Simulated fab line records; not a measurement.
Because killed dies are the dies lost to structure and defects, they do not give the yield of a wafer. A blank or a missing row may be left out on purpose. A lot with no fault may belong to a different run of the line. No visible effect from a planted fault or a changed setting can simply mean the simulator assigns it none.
The tool behind it: which one? | flow sky130 | Sampling: 24 lots, 72 wafers, 5 of 708 route steps

== WHAT EACH GAUGE READ, for each wafer ==
SKY_POLY_GATE_THK_MEAS_04.
lot  | measured     | on           | POLY_GATE_CVD_03_THK (nm)
L074 | day 15 10:16 | filmMetro-01 | 75.7 75.0 76.0
L075 | day 15 15:40 | filmMetro-02 | 73.8 74.5 74.3
L076 | day 16 06:48 | filmMetro-04 | 74.5 74.9 74.2
L077 | day 16 23:20 | filmMetro-04 | 74.8 74.5 74.4
L078 | day 17 07:08 | filmMetro-01 | 73.9 74.4 74.2
L079 | day 17 12:07 | filmMetro-04 | 75.8 75.4 75.3
L080 | day 17 22:28 | filmMetro-02 | 75.8 76.1 76.2
L081 | day 18 06:50 | filmMetro-04 | 74.9 75.6 75.2
L082 | day 18 11:05 | filmMetro-04 | 75.3 75.5 76.3
L083 | day 18 23:40 | filmMetro-01 | 76.0 76.5 76.2
L084 | day 19 14:43 | filmMetro-04 | 75.1 75.2 74.8
L085 | day 19 20:25 | filmMetro-04 | 73.7 74.1 74.1
L086 | day 20 02:34 | filmMetro-04 | 75.1 75.3 75.4
L087 | day 20 15:00 | filmMetro-01 | 74.4 74.3 74.1
L088 | day 21 00:08 | filmMetro-04 | 74.5 75.3 74.5
L089 | day 21 05:52 | filmMetro-01 | 75.3 75.0 74.8
L090 | day 21 20:21 | filmMetro-04 | 76.0 76.5 76.4
L091 | day 22 12:01 | filmMetro-04 | 75.8 75.7 75.4
L092 | day 23 00:14 | filmMetro-02 | 76.0 76.3 76.5
L093 | day 22 21:49 | filmMetro-04 | 76.2 76.5 75.7
L094 | day 23 08:19 | filmMetro-04 | 75.1 74.4 74.9
L095 | day 23 19:37 | filmMetro-02 | 75.3 76.1 75.4
L096 | day 23 23:13 | filmMetro-02 | 75.3 75.6 75.0
L097 | day 24 10:20 | filmMetro-04 | 75.6 75.3 76.1

SKY_LDD_P_CD_MEAS_07: target cd 380 nm.
lot  | measured     | on       | cdNm (nm)
L074 | day 19 09:57 | cdSem-01 | 381.0 378.5 381.6
L075 | day 19 16:43 | cdSem-02 | 382.4 382.1 382.0
L076 | day 20 07:24 | cdSem-01 | 378.3 378.8 379.1
L077 | day 21 03:26 | cdSem-01 | 384.4 384.0 382.6
L078 | day 21 11:39 | cdSem-01 | 375.8 376.4 377.2
L079 | day 21 16:59 | cdSem-02 | 379.0 379.4 378.0
L080 | day 22 03:30 | cdSem-01 | 380.2 380.4 383.4
L081 | day 22 10:47 | cdSem-02 | 381.1 384.1 382.0
L082 | day 22 17:33 | cdSem-02 | 380.2 377.6 382.6
L083 | day 23 03:42 | cdSem-02 | 378.0 377.2 377.0
L084 | day 23 19:21 | cdSem-02 | 382.5 378.2 380.7
L085 | day 24 02:15 | cdSem-02 | 379.2 377.7 378.4
L086 | day 24 07:13 | cdSem-02 | 379.8 380.4 379.0
L087 | day 24 20:03 | cdSem-02 | 380.7 380.1 379.4
L088 | day 25 05:23 | cdSem-02 | 379.8 381.3 379.9
L089 | day 25 11:18 | cdSem-02 | 377.9 378.0 374.0
L090 | day 26 00:56 | cdSem-02 | 381.6 379.4 381.2
L091 | day 26 15:20 | cdSem-02 | 380.9 379.1 382.0
L092 | day 27 02:37 | cdSem-02 | 383.5 382.4 383.1
L093 | day 27 00:53 | cdSem-01 | 380.2 380.2 380.1
L094 | day 27 09:24 | cdSem-01 | 378.5 380.1 379.9
L095 | day 27 19:07 | cdSem-02 | 380.0 378.8 379.9
L096 | day 27 21:28 | cdSem-01 | 376.1 374.0 376.6
L097 | day 28 07:56 | cdSem-01 | 381.6 383.0 381.7

SKY_SD_N_OVL_MEAS_08.
lot  | measured     | on         | SD_N_OVL (nm)
L074 | day 28 17:40 | overlay-02 | 3.4 0.7 1.4
L075 | day 28 23:31 | overlay-02 | 0.4 2.0 0.8
L076 | day 29 14:08 | overlay-01 | 2.8 1.8 1.5
L077 | day 30 06:22 | overlay-01 | 3.4 3.1 2.2
L078 | day 30 14:54 | overlay-02 | 0.3 0.5 0.8
L079 | day 30 18:43 | overlay-02 | 2.0 1.7 0.8
L080 | day 31 02:22 | overlay-01 | 2.7 3.4 0.9
L081 | day 31 09:58 | overlay-01 | 0.7 2.2 0.0
L082 | day 31 16:40 | overlay-01 | 2.0 0.8 1.9
L083 | day 32 01:52 | overlay-01 | 0.7 1.4 1.1
L084 | day 32 11:19 | overlay-02 | 1.3 0.5 2.1
L085 | day 33 00:49 | overlay-01 | -0.2 0.4 1.3
L086 | day 33 02:50 | overlay-01 | 2.1 1.9 -0.8
L087 | day 33 12:20 | overlay-02 | 0.1 1.8 -2.0
L088 | day 33 18:55 | overlay-01 | 0.4 -0.7 1.2
L089 | day 34 00:07 | overlay-02 | 0.7 0.1 1.6
L090 | day 34 11:56 | overlay-02 | 1.6 2.0 1.4
L091 | day 35 03:01 | overlay-01 | -0.2 -0.9 0.2
L092 | day 35 13:47 | overlay-01 | 0.5 0.5 1.3
L093 | day 35 12:07 | overlay-02 | -1.2 -1.4 -1.0
L094 | day 35 19:37 | overlay-01 | 1.0 -0.8 2.3
L095 | day 36 06:20 | overlay-02 | -1.5 -1.3 -0.1
L096 | day 36 10:52 | overlay-02 | -0.4 -0.1 0.1
L097 | day 36 18:22 | overlay-02 | 1.1 1.5 1.4

== WHICH TOOL RAN EACH LOT (tool, then ch and the chambers of the sampled wafers, then the start) ==
lot  | SKY_FIELD_ISO_ETCH_17          | SKY_NWELL_STRIP_25
L074 | rieSi-01 ch 0,1,2, day 2 04:10 | plasmaAsher-03 ch 0, day 5 05:11
L075 | rieSi-02 ch 0,1,3, day 2 09:13 | plasmaAsher-03 ch 0,1, day 5 10:29
L076 | rieSi-01 ch 1,2,3, day 2 14:43 | plasmaAsher-01 ch 0,1, day 5 16:49
L077 | rieSi-02 ch 0,1, day 2 19:55   | plasmaAsher-02 ch 0,1, day 6 00:25
L078 | rieSi-01 ch 1,2,3, day 3 02:01 | plasmaAsher-01 ch 0,1, day 6 05:28
L079 | rieSi-02 ch 1,3, day 3 06:16   | plasmaAsher-01 ch 0,1, day 6 10:59
L080 | rieSi-01 ch 0,3, day 3 11:37   | plasmaAsher-03 ch 0,1, day 6 19:38
L081 | rieSi-02 ch 1,3, day 3 18:34   | plasmaAsher-01 ch 0,1, day 7 00:50
L082 | rieSi-01 ch 0,2,3, day 3 21:40 | plasmaAsher-02 ch 0,1, day 7 04:08
L083 | rieSi-02 ch 1,2, day 4 04:01   | plasmaAsher-01 ch 0,1, day 7 11:26
L084 | rieSi-02 ch 0,3, day 4 11:22   | plasmaAsher-02 ch 0,1, day 7 21:26
L085 | rieSi-01 ch 0,1,2, day 4 15:40 | plasmaAsher-01 ch 0,1, day 8 01:14
L086 | rieSi-02 ch 0,2,3, day 4 19:43 | plasmaAsher-03 ch 0,1, day 8 07:11
L087 | rieSi-01 ch 0,1, day 5 00:28   | plasmaAsher-03 ch 0,1, day 8 15:43
L088 | rieSi-02 ch 0,3, day 5 04:46   | plasmaAsher-03 ch 0,1, day 8 22:05
L089 | rieSi-01 ch 0,1,2, day 5 11:16 | plasmaAsher-03 ch 0, day 9 01:59
L090 | rieSi-02 ch 1,3, day 5 15:28   | plasmaAsher-01 ch 0,1, day 9 12:38
L091 | rieSi-01 ch 1,3, day 5 21:37   | plasmaAsher-03 ch 0,1, day 9 20:29
L092 | rieSi-02 ch 2,3, day 6 05:04   | plasmaAsher-01 ch 0,1, day 10 03:17
L093 | rieSi-01 ch 1,2,3, day 6 07:34 | plasmaAsher-02 ch 0,1, day 10 06:26
L094 | rieSi-02 ch 0,2,3, day 6 12:07 | plasmaAsher-03 ch 0,1, day 10 14:35
L095 | rieSi-01 ch 1,2, day 6 18:13   | plasmaAsher-02 ch 0,1, day 10 22:59
L096 | rieSi-02 ch 0,1,2, day 6 22:37 | plasmaAsher-01 ch 0, day 10 23:29
L097 | rieSi-01 ch 0,3, day 7 05:55   | plasmaAsher-02 ch 0,1, day 11 08:59
- SKY_FIELD_ISO_ETCH_17: etches Si in HBr/Cl2/O2, target depth 342 nm, time 97.7 s.
- SKY_NWELL_STRIP_25: strips in O2/N2.

== WHAT THE TOOLS THEMSELVES READ (means of the sampled wafers that have a number; where no wafer has one, the mark that the record gives instead) ==
SKY_FIELD_ISO_ETCH_17.
lot  | tool     | O2_flow_sccm (sccm) | drypumpMotorCurrentA (A) | oesProductAu (a.u.) | throttleValvePct (%)
L074 | rieSi-01 | 5.988               | 5.8                      | 0.995               | 25.667
L075 | rieSi-02 | 5.991               | 5.7                      | 1.002               | 25.660
L076 | rieSi-01 | 5.992               | 5.7                      | 0.991               | 25.667
L077 | rieSi-02 | 5.988               | 6.1                      | 0.997               | 25.669
L078 | rieSi-01 | 5.989               | 5.7                      | 0.998               | 25.648
L079 | rieSi-02 | 6.005               | 5.9                      | 1.003               | 25.651
L080 | rieSi-01 | 6.001               | 5.8                      | 0.996               | 25.657
L081 | rieSi-02 | 5.996               | 5.9                      | 1.002               | 25.652
L082 | rieSi-01 | 5.993               | 5.8                      | 1.004               | 25.645
L083 | rieSi-02 | 5.996               | 6.2                      | 0.993               | 25.658
L084 | rieSi-02 | 6.001               | 5.3                      | 0.999               | 25.654
L085 | rieSi-01 | 6.000               | 5.8                      | 0.993               | 25.664
L086 | rieSi-02 | 6.004               | 5.6                      | 1.003               | 25.641
L087 | rieSi-01 | 6.030               | 5.9                      | 0.993               | 25.653
L088 | rieSi-02 | 5.981               | 5.5                      | 1.001               | 25.659
L089 | rieSi-01 | 6.002               | 5.8                      | 0.998               | 25.674
L090 | rieSi-02 | 6.016               | 5.9                      | 1.001               | 25.657
L091 | rieSi-01 | 5.981               | 5.7                      | 0.992               | 25.663
L092 | rieSi-02 | 6.004               | 5.5                      | 0.997               | 25.664
L093 | rieSi-01 | 6.008               | 5.7                      | 0.997               | 25.656
L094 | rieSi-02 | 5.995               | 5.6                      | 1.004               | 25.651
L095 | rieSi-01 | 5.988               | 5.7                      | 1.003               | 25.655
L096 | rieSi-02 | 5.993               | 6.0                      | 0.994               | 25.654
L097 | rieSi-01 | 5.999               | 5.8                      | 0.997               | 25.661

SKY_NWELL_STRIP_25.
lot  | tool           | drypumpMotorCurrentA (A) | o2FlowSccm (sccm) | oesProductAu (a.u.) | stripTimeToEndpointS (s)
L074 | plasmaAsher-03 | 5.0                      | 2996              | 0.724               | 36.87
L075 | plasmaAsher-03 | 6.1                      | 3007              | 0.720               | 36.87
L076 | plasmaAsher-01 | 5.9                      | 2998              | 0.721               | 36.87
L077 | plasmaAsher-02 | 5.7                      | 2990              | 0.722               | 36.84
L078 | plasmaAsher-01 | 6.0                      | 2996              | 0.724               | 36.90
L079 | plasmaAsher-01 | 5.9                      | 3008              | 0.723               | 36.89
L080 | plasmaAsher-03 | 5.6                      | 2998              | 0.721               | 36.92
L081 | plasmaAsher-01 | 5.9                      | 2996              | 0.722               | 37.04
L082 | plasmaAsher-02 | 5.7                      | 3002              | 0.722               | 36.92
L083 | plasmaAsher-01 | 6.0                      | 3005              | 0.722               | 36.89
L084 | plasmaAsher-02 | 5.8                      | 2989              | 0.724               | 37.02
L085 | plasmaAsher-01 | 5.9                      | 3002              | 0.724               | 37.00
L086 | plasmaAsher-03 | 6.1                      | 2995              | 0.716               | 36.90
L087 | plasmaAsher-03 | 5.6                      | 2997              | 0.725               | 37.06
L088 | plasmaAsher-03 | 6.1                      | 2996              | 0.726               | 36.77
L089 | plasmaAsher-03 | 5.0                      | 2996              | 0.721               | 36.97
L090 | plasmaAsher-01 | 6.0                      | 3011              | 0.723               | 36.99
L091 | plasmaAsher-03 | 6.1                      | 3008              | 0.723               | 36.87
L092 | plasmaAsher-01 | 6.0                      | 3012              | 0.724               | 36.92
L093 | plasmaAsher-02 | 5.9                      | 3005              | 0.721               | 36.94
L094 | plasmaAsher-03 | 5.5                      | 3007              | 0.723               | 36.94
L095 | plasmaAsher-02 | 5.9                      | 2985              | 0.722               | 36.94
L096 | plasmaAsher-01 | 5.8                      | 2998              | 0.721               | 36.89
L097 | plasmaAsher-02 | 5.7                      | 3007              | 0.725               | 36.84

== THE ANSWER, worked out from the rows above alone ==
Rule: the lots themselves supply what counts as usual. The widest of any qualifying gaps counts: lots, ordered by their means at a reading, are off when they make up no more than a third of the lots, leave a main group of 4 or more, and stand apart from it by 3 or more times the standard deviation of that group's means. Not used: any main group whose means are identical at the precision the tables above print for the reading. Also off: a lot with no number at a reading for which 4 or more lots have one. Where the step has rows for the other lots, those lots are counted as sound. The gauges are gone through in route order, then the tools' own readings, and for those a lot's mean is taken as printed above. At the first step where some lot is off, the reading lying furthest off is the one used; lots without a number count as furthest.
No lot is off on any of the readings shown, so nothing can be concluded from this.

== WHAT THE SIMULATOR PUT IN ==
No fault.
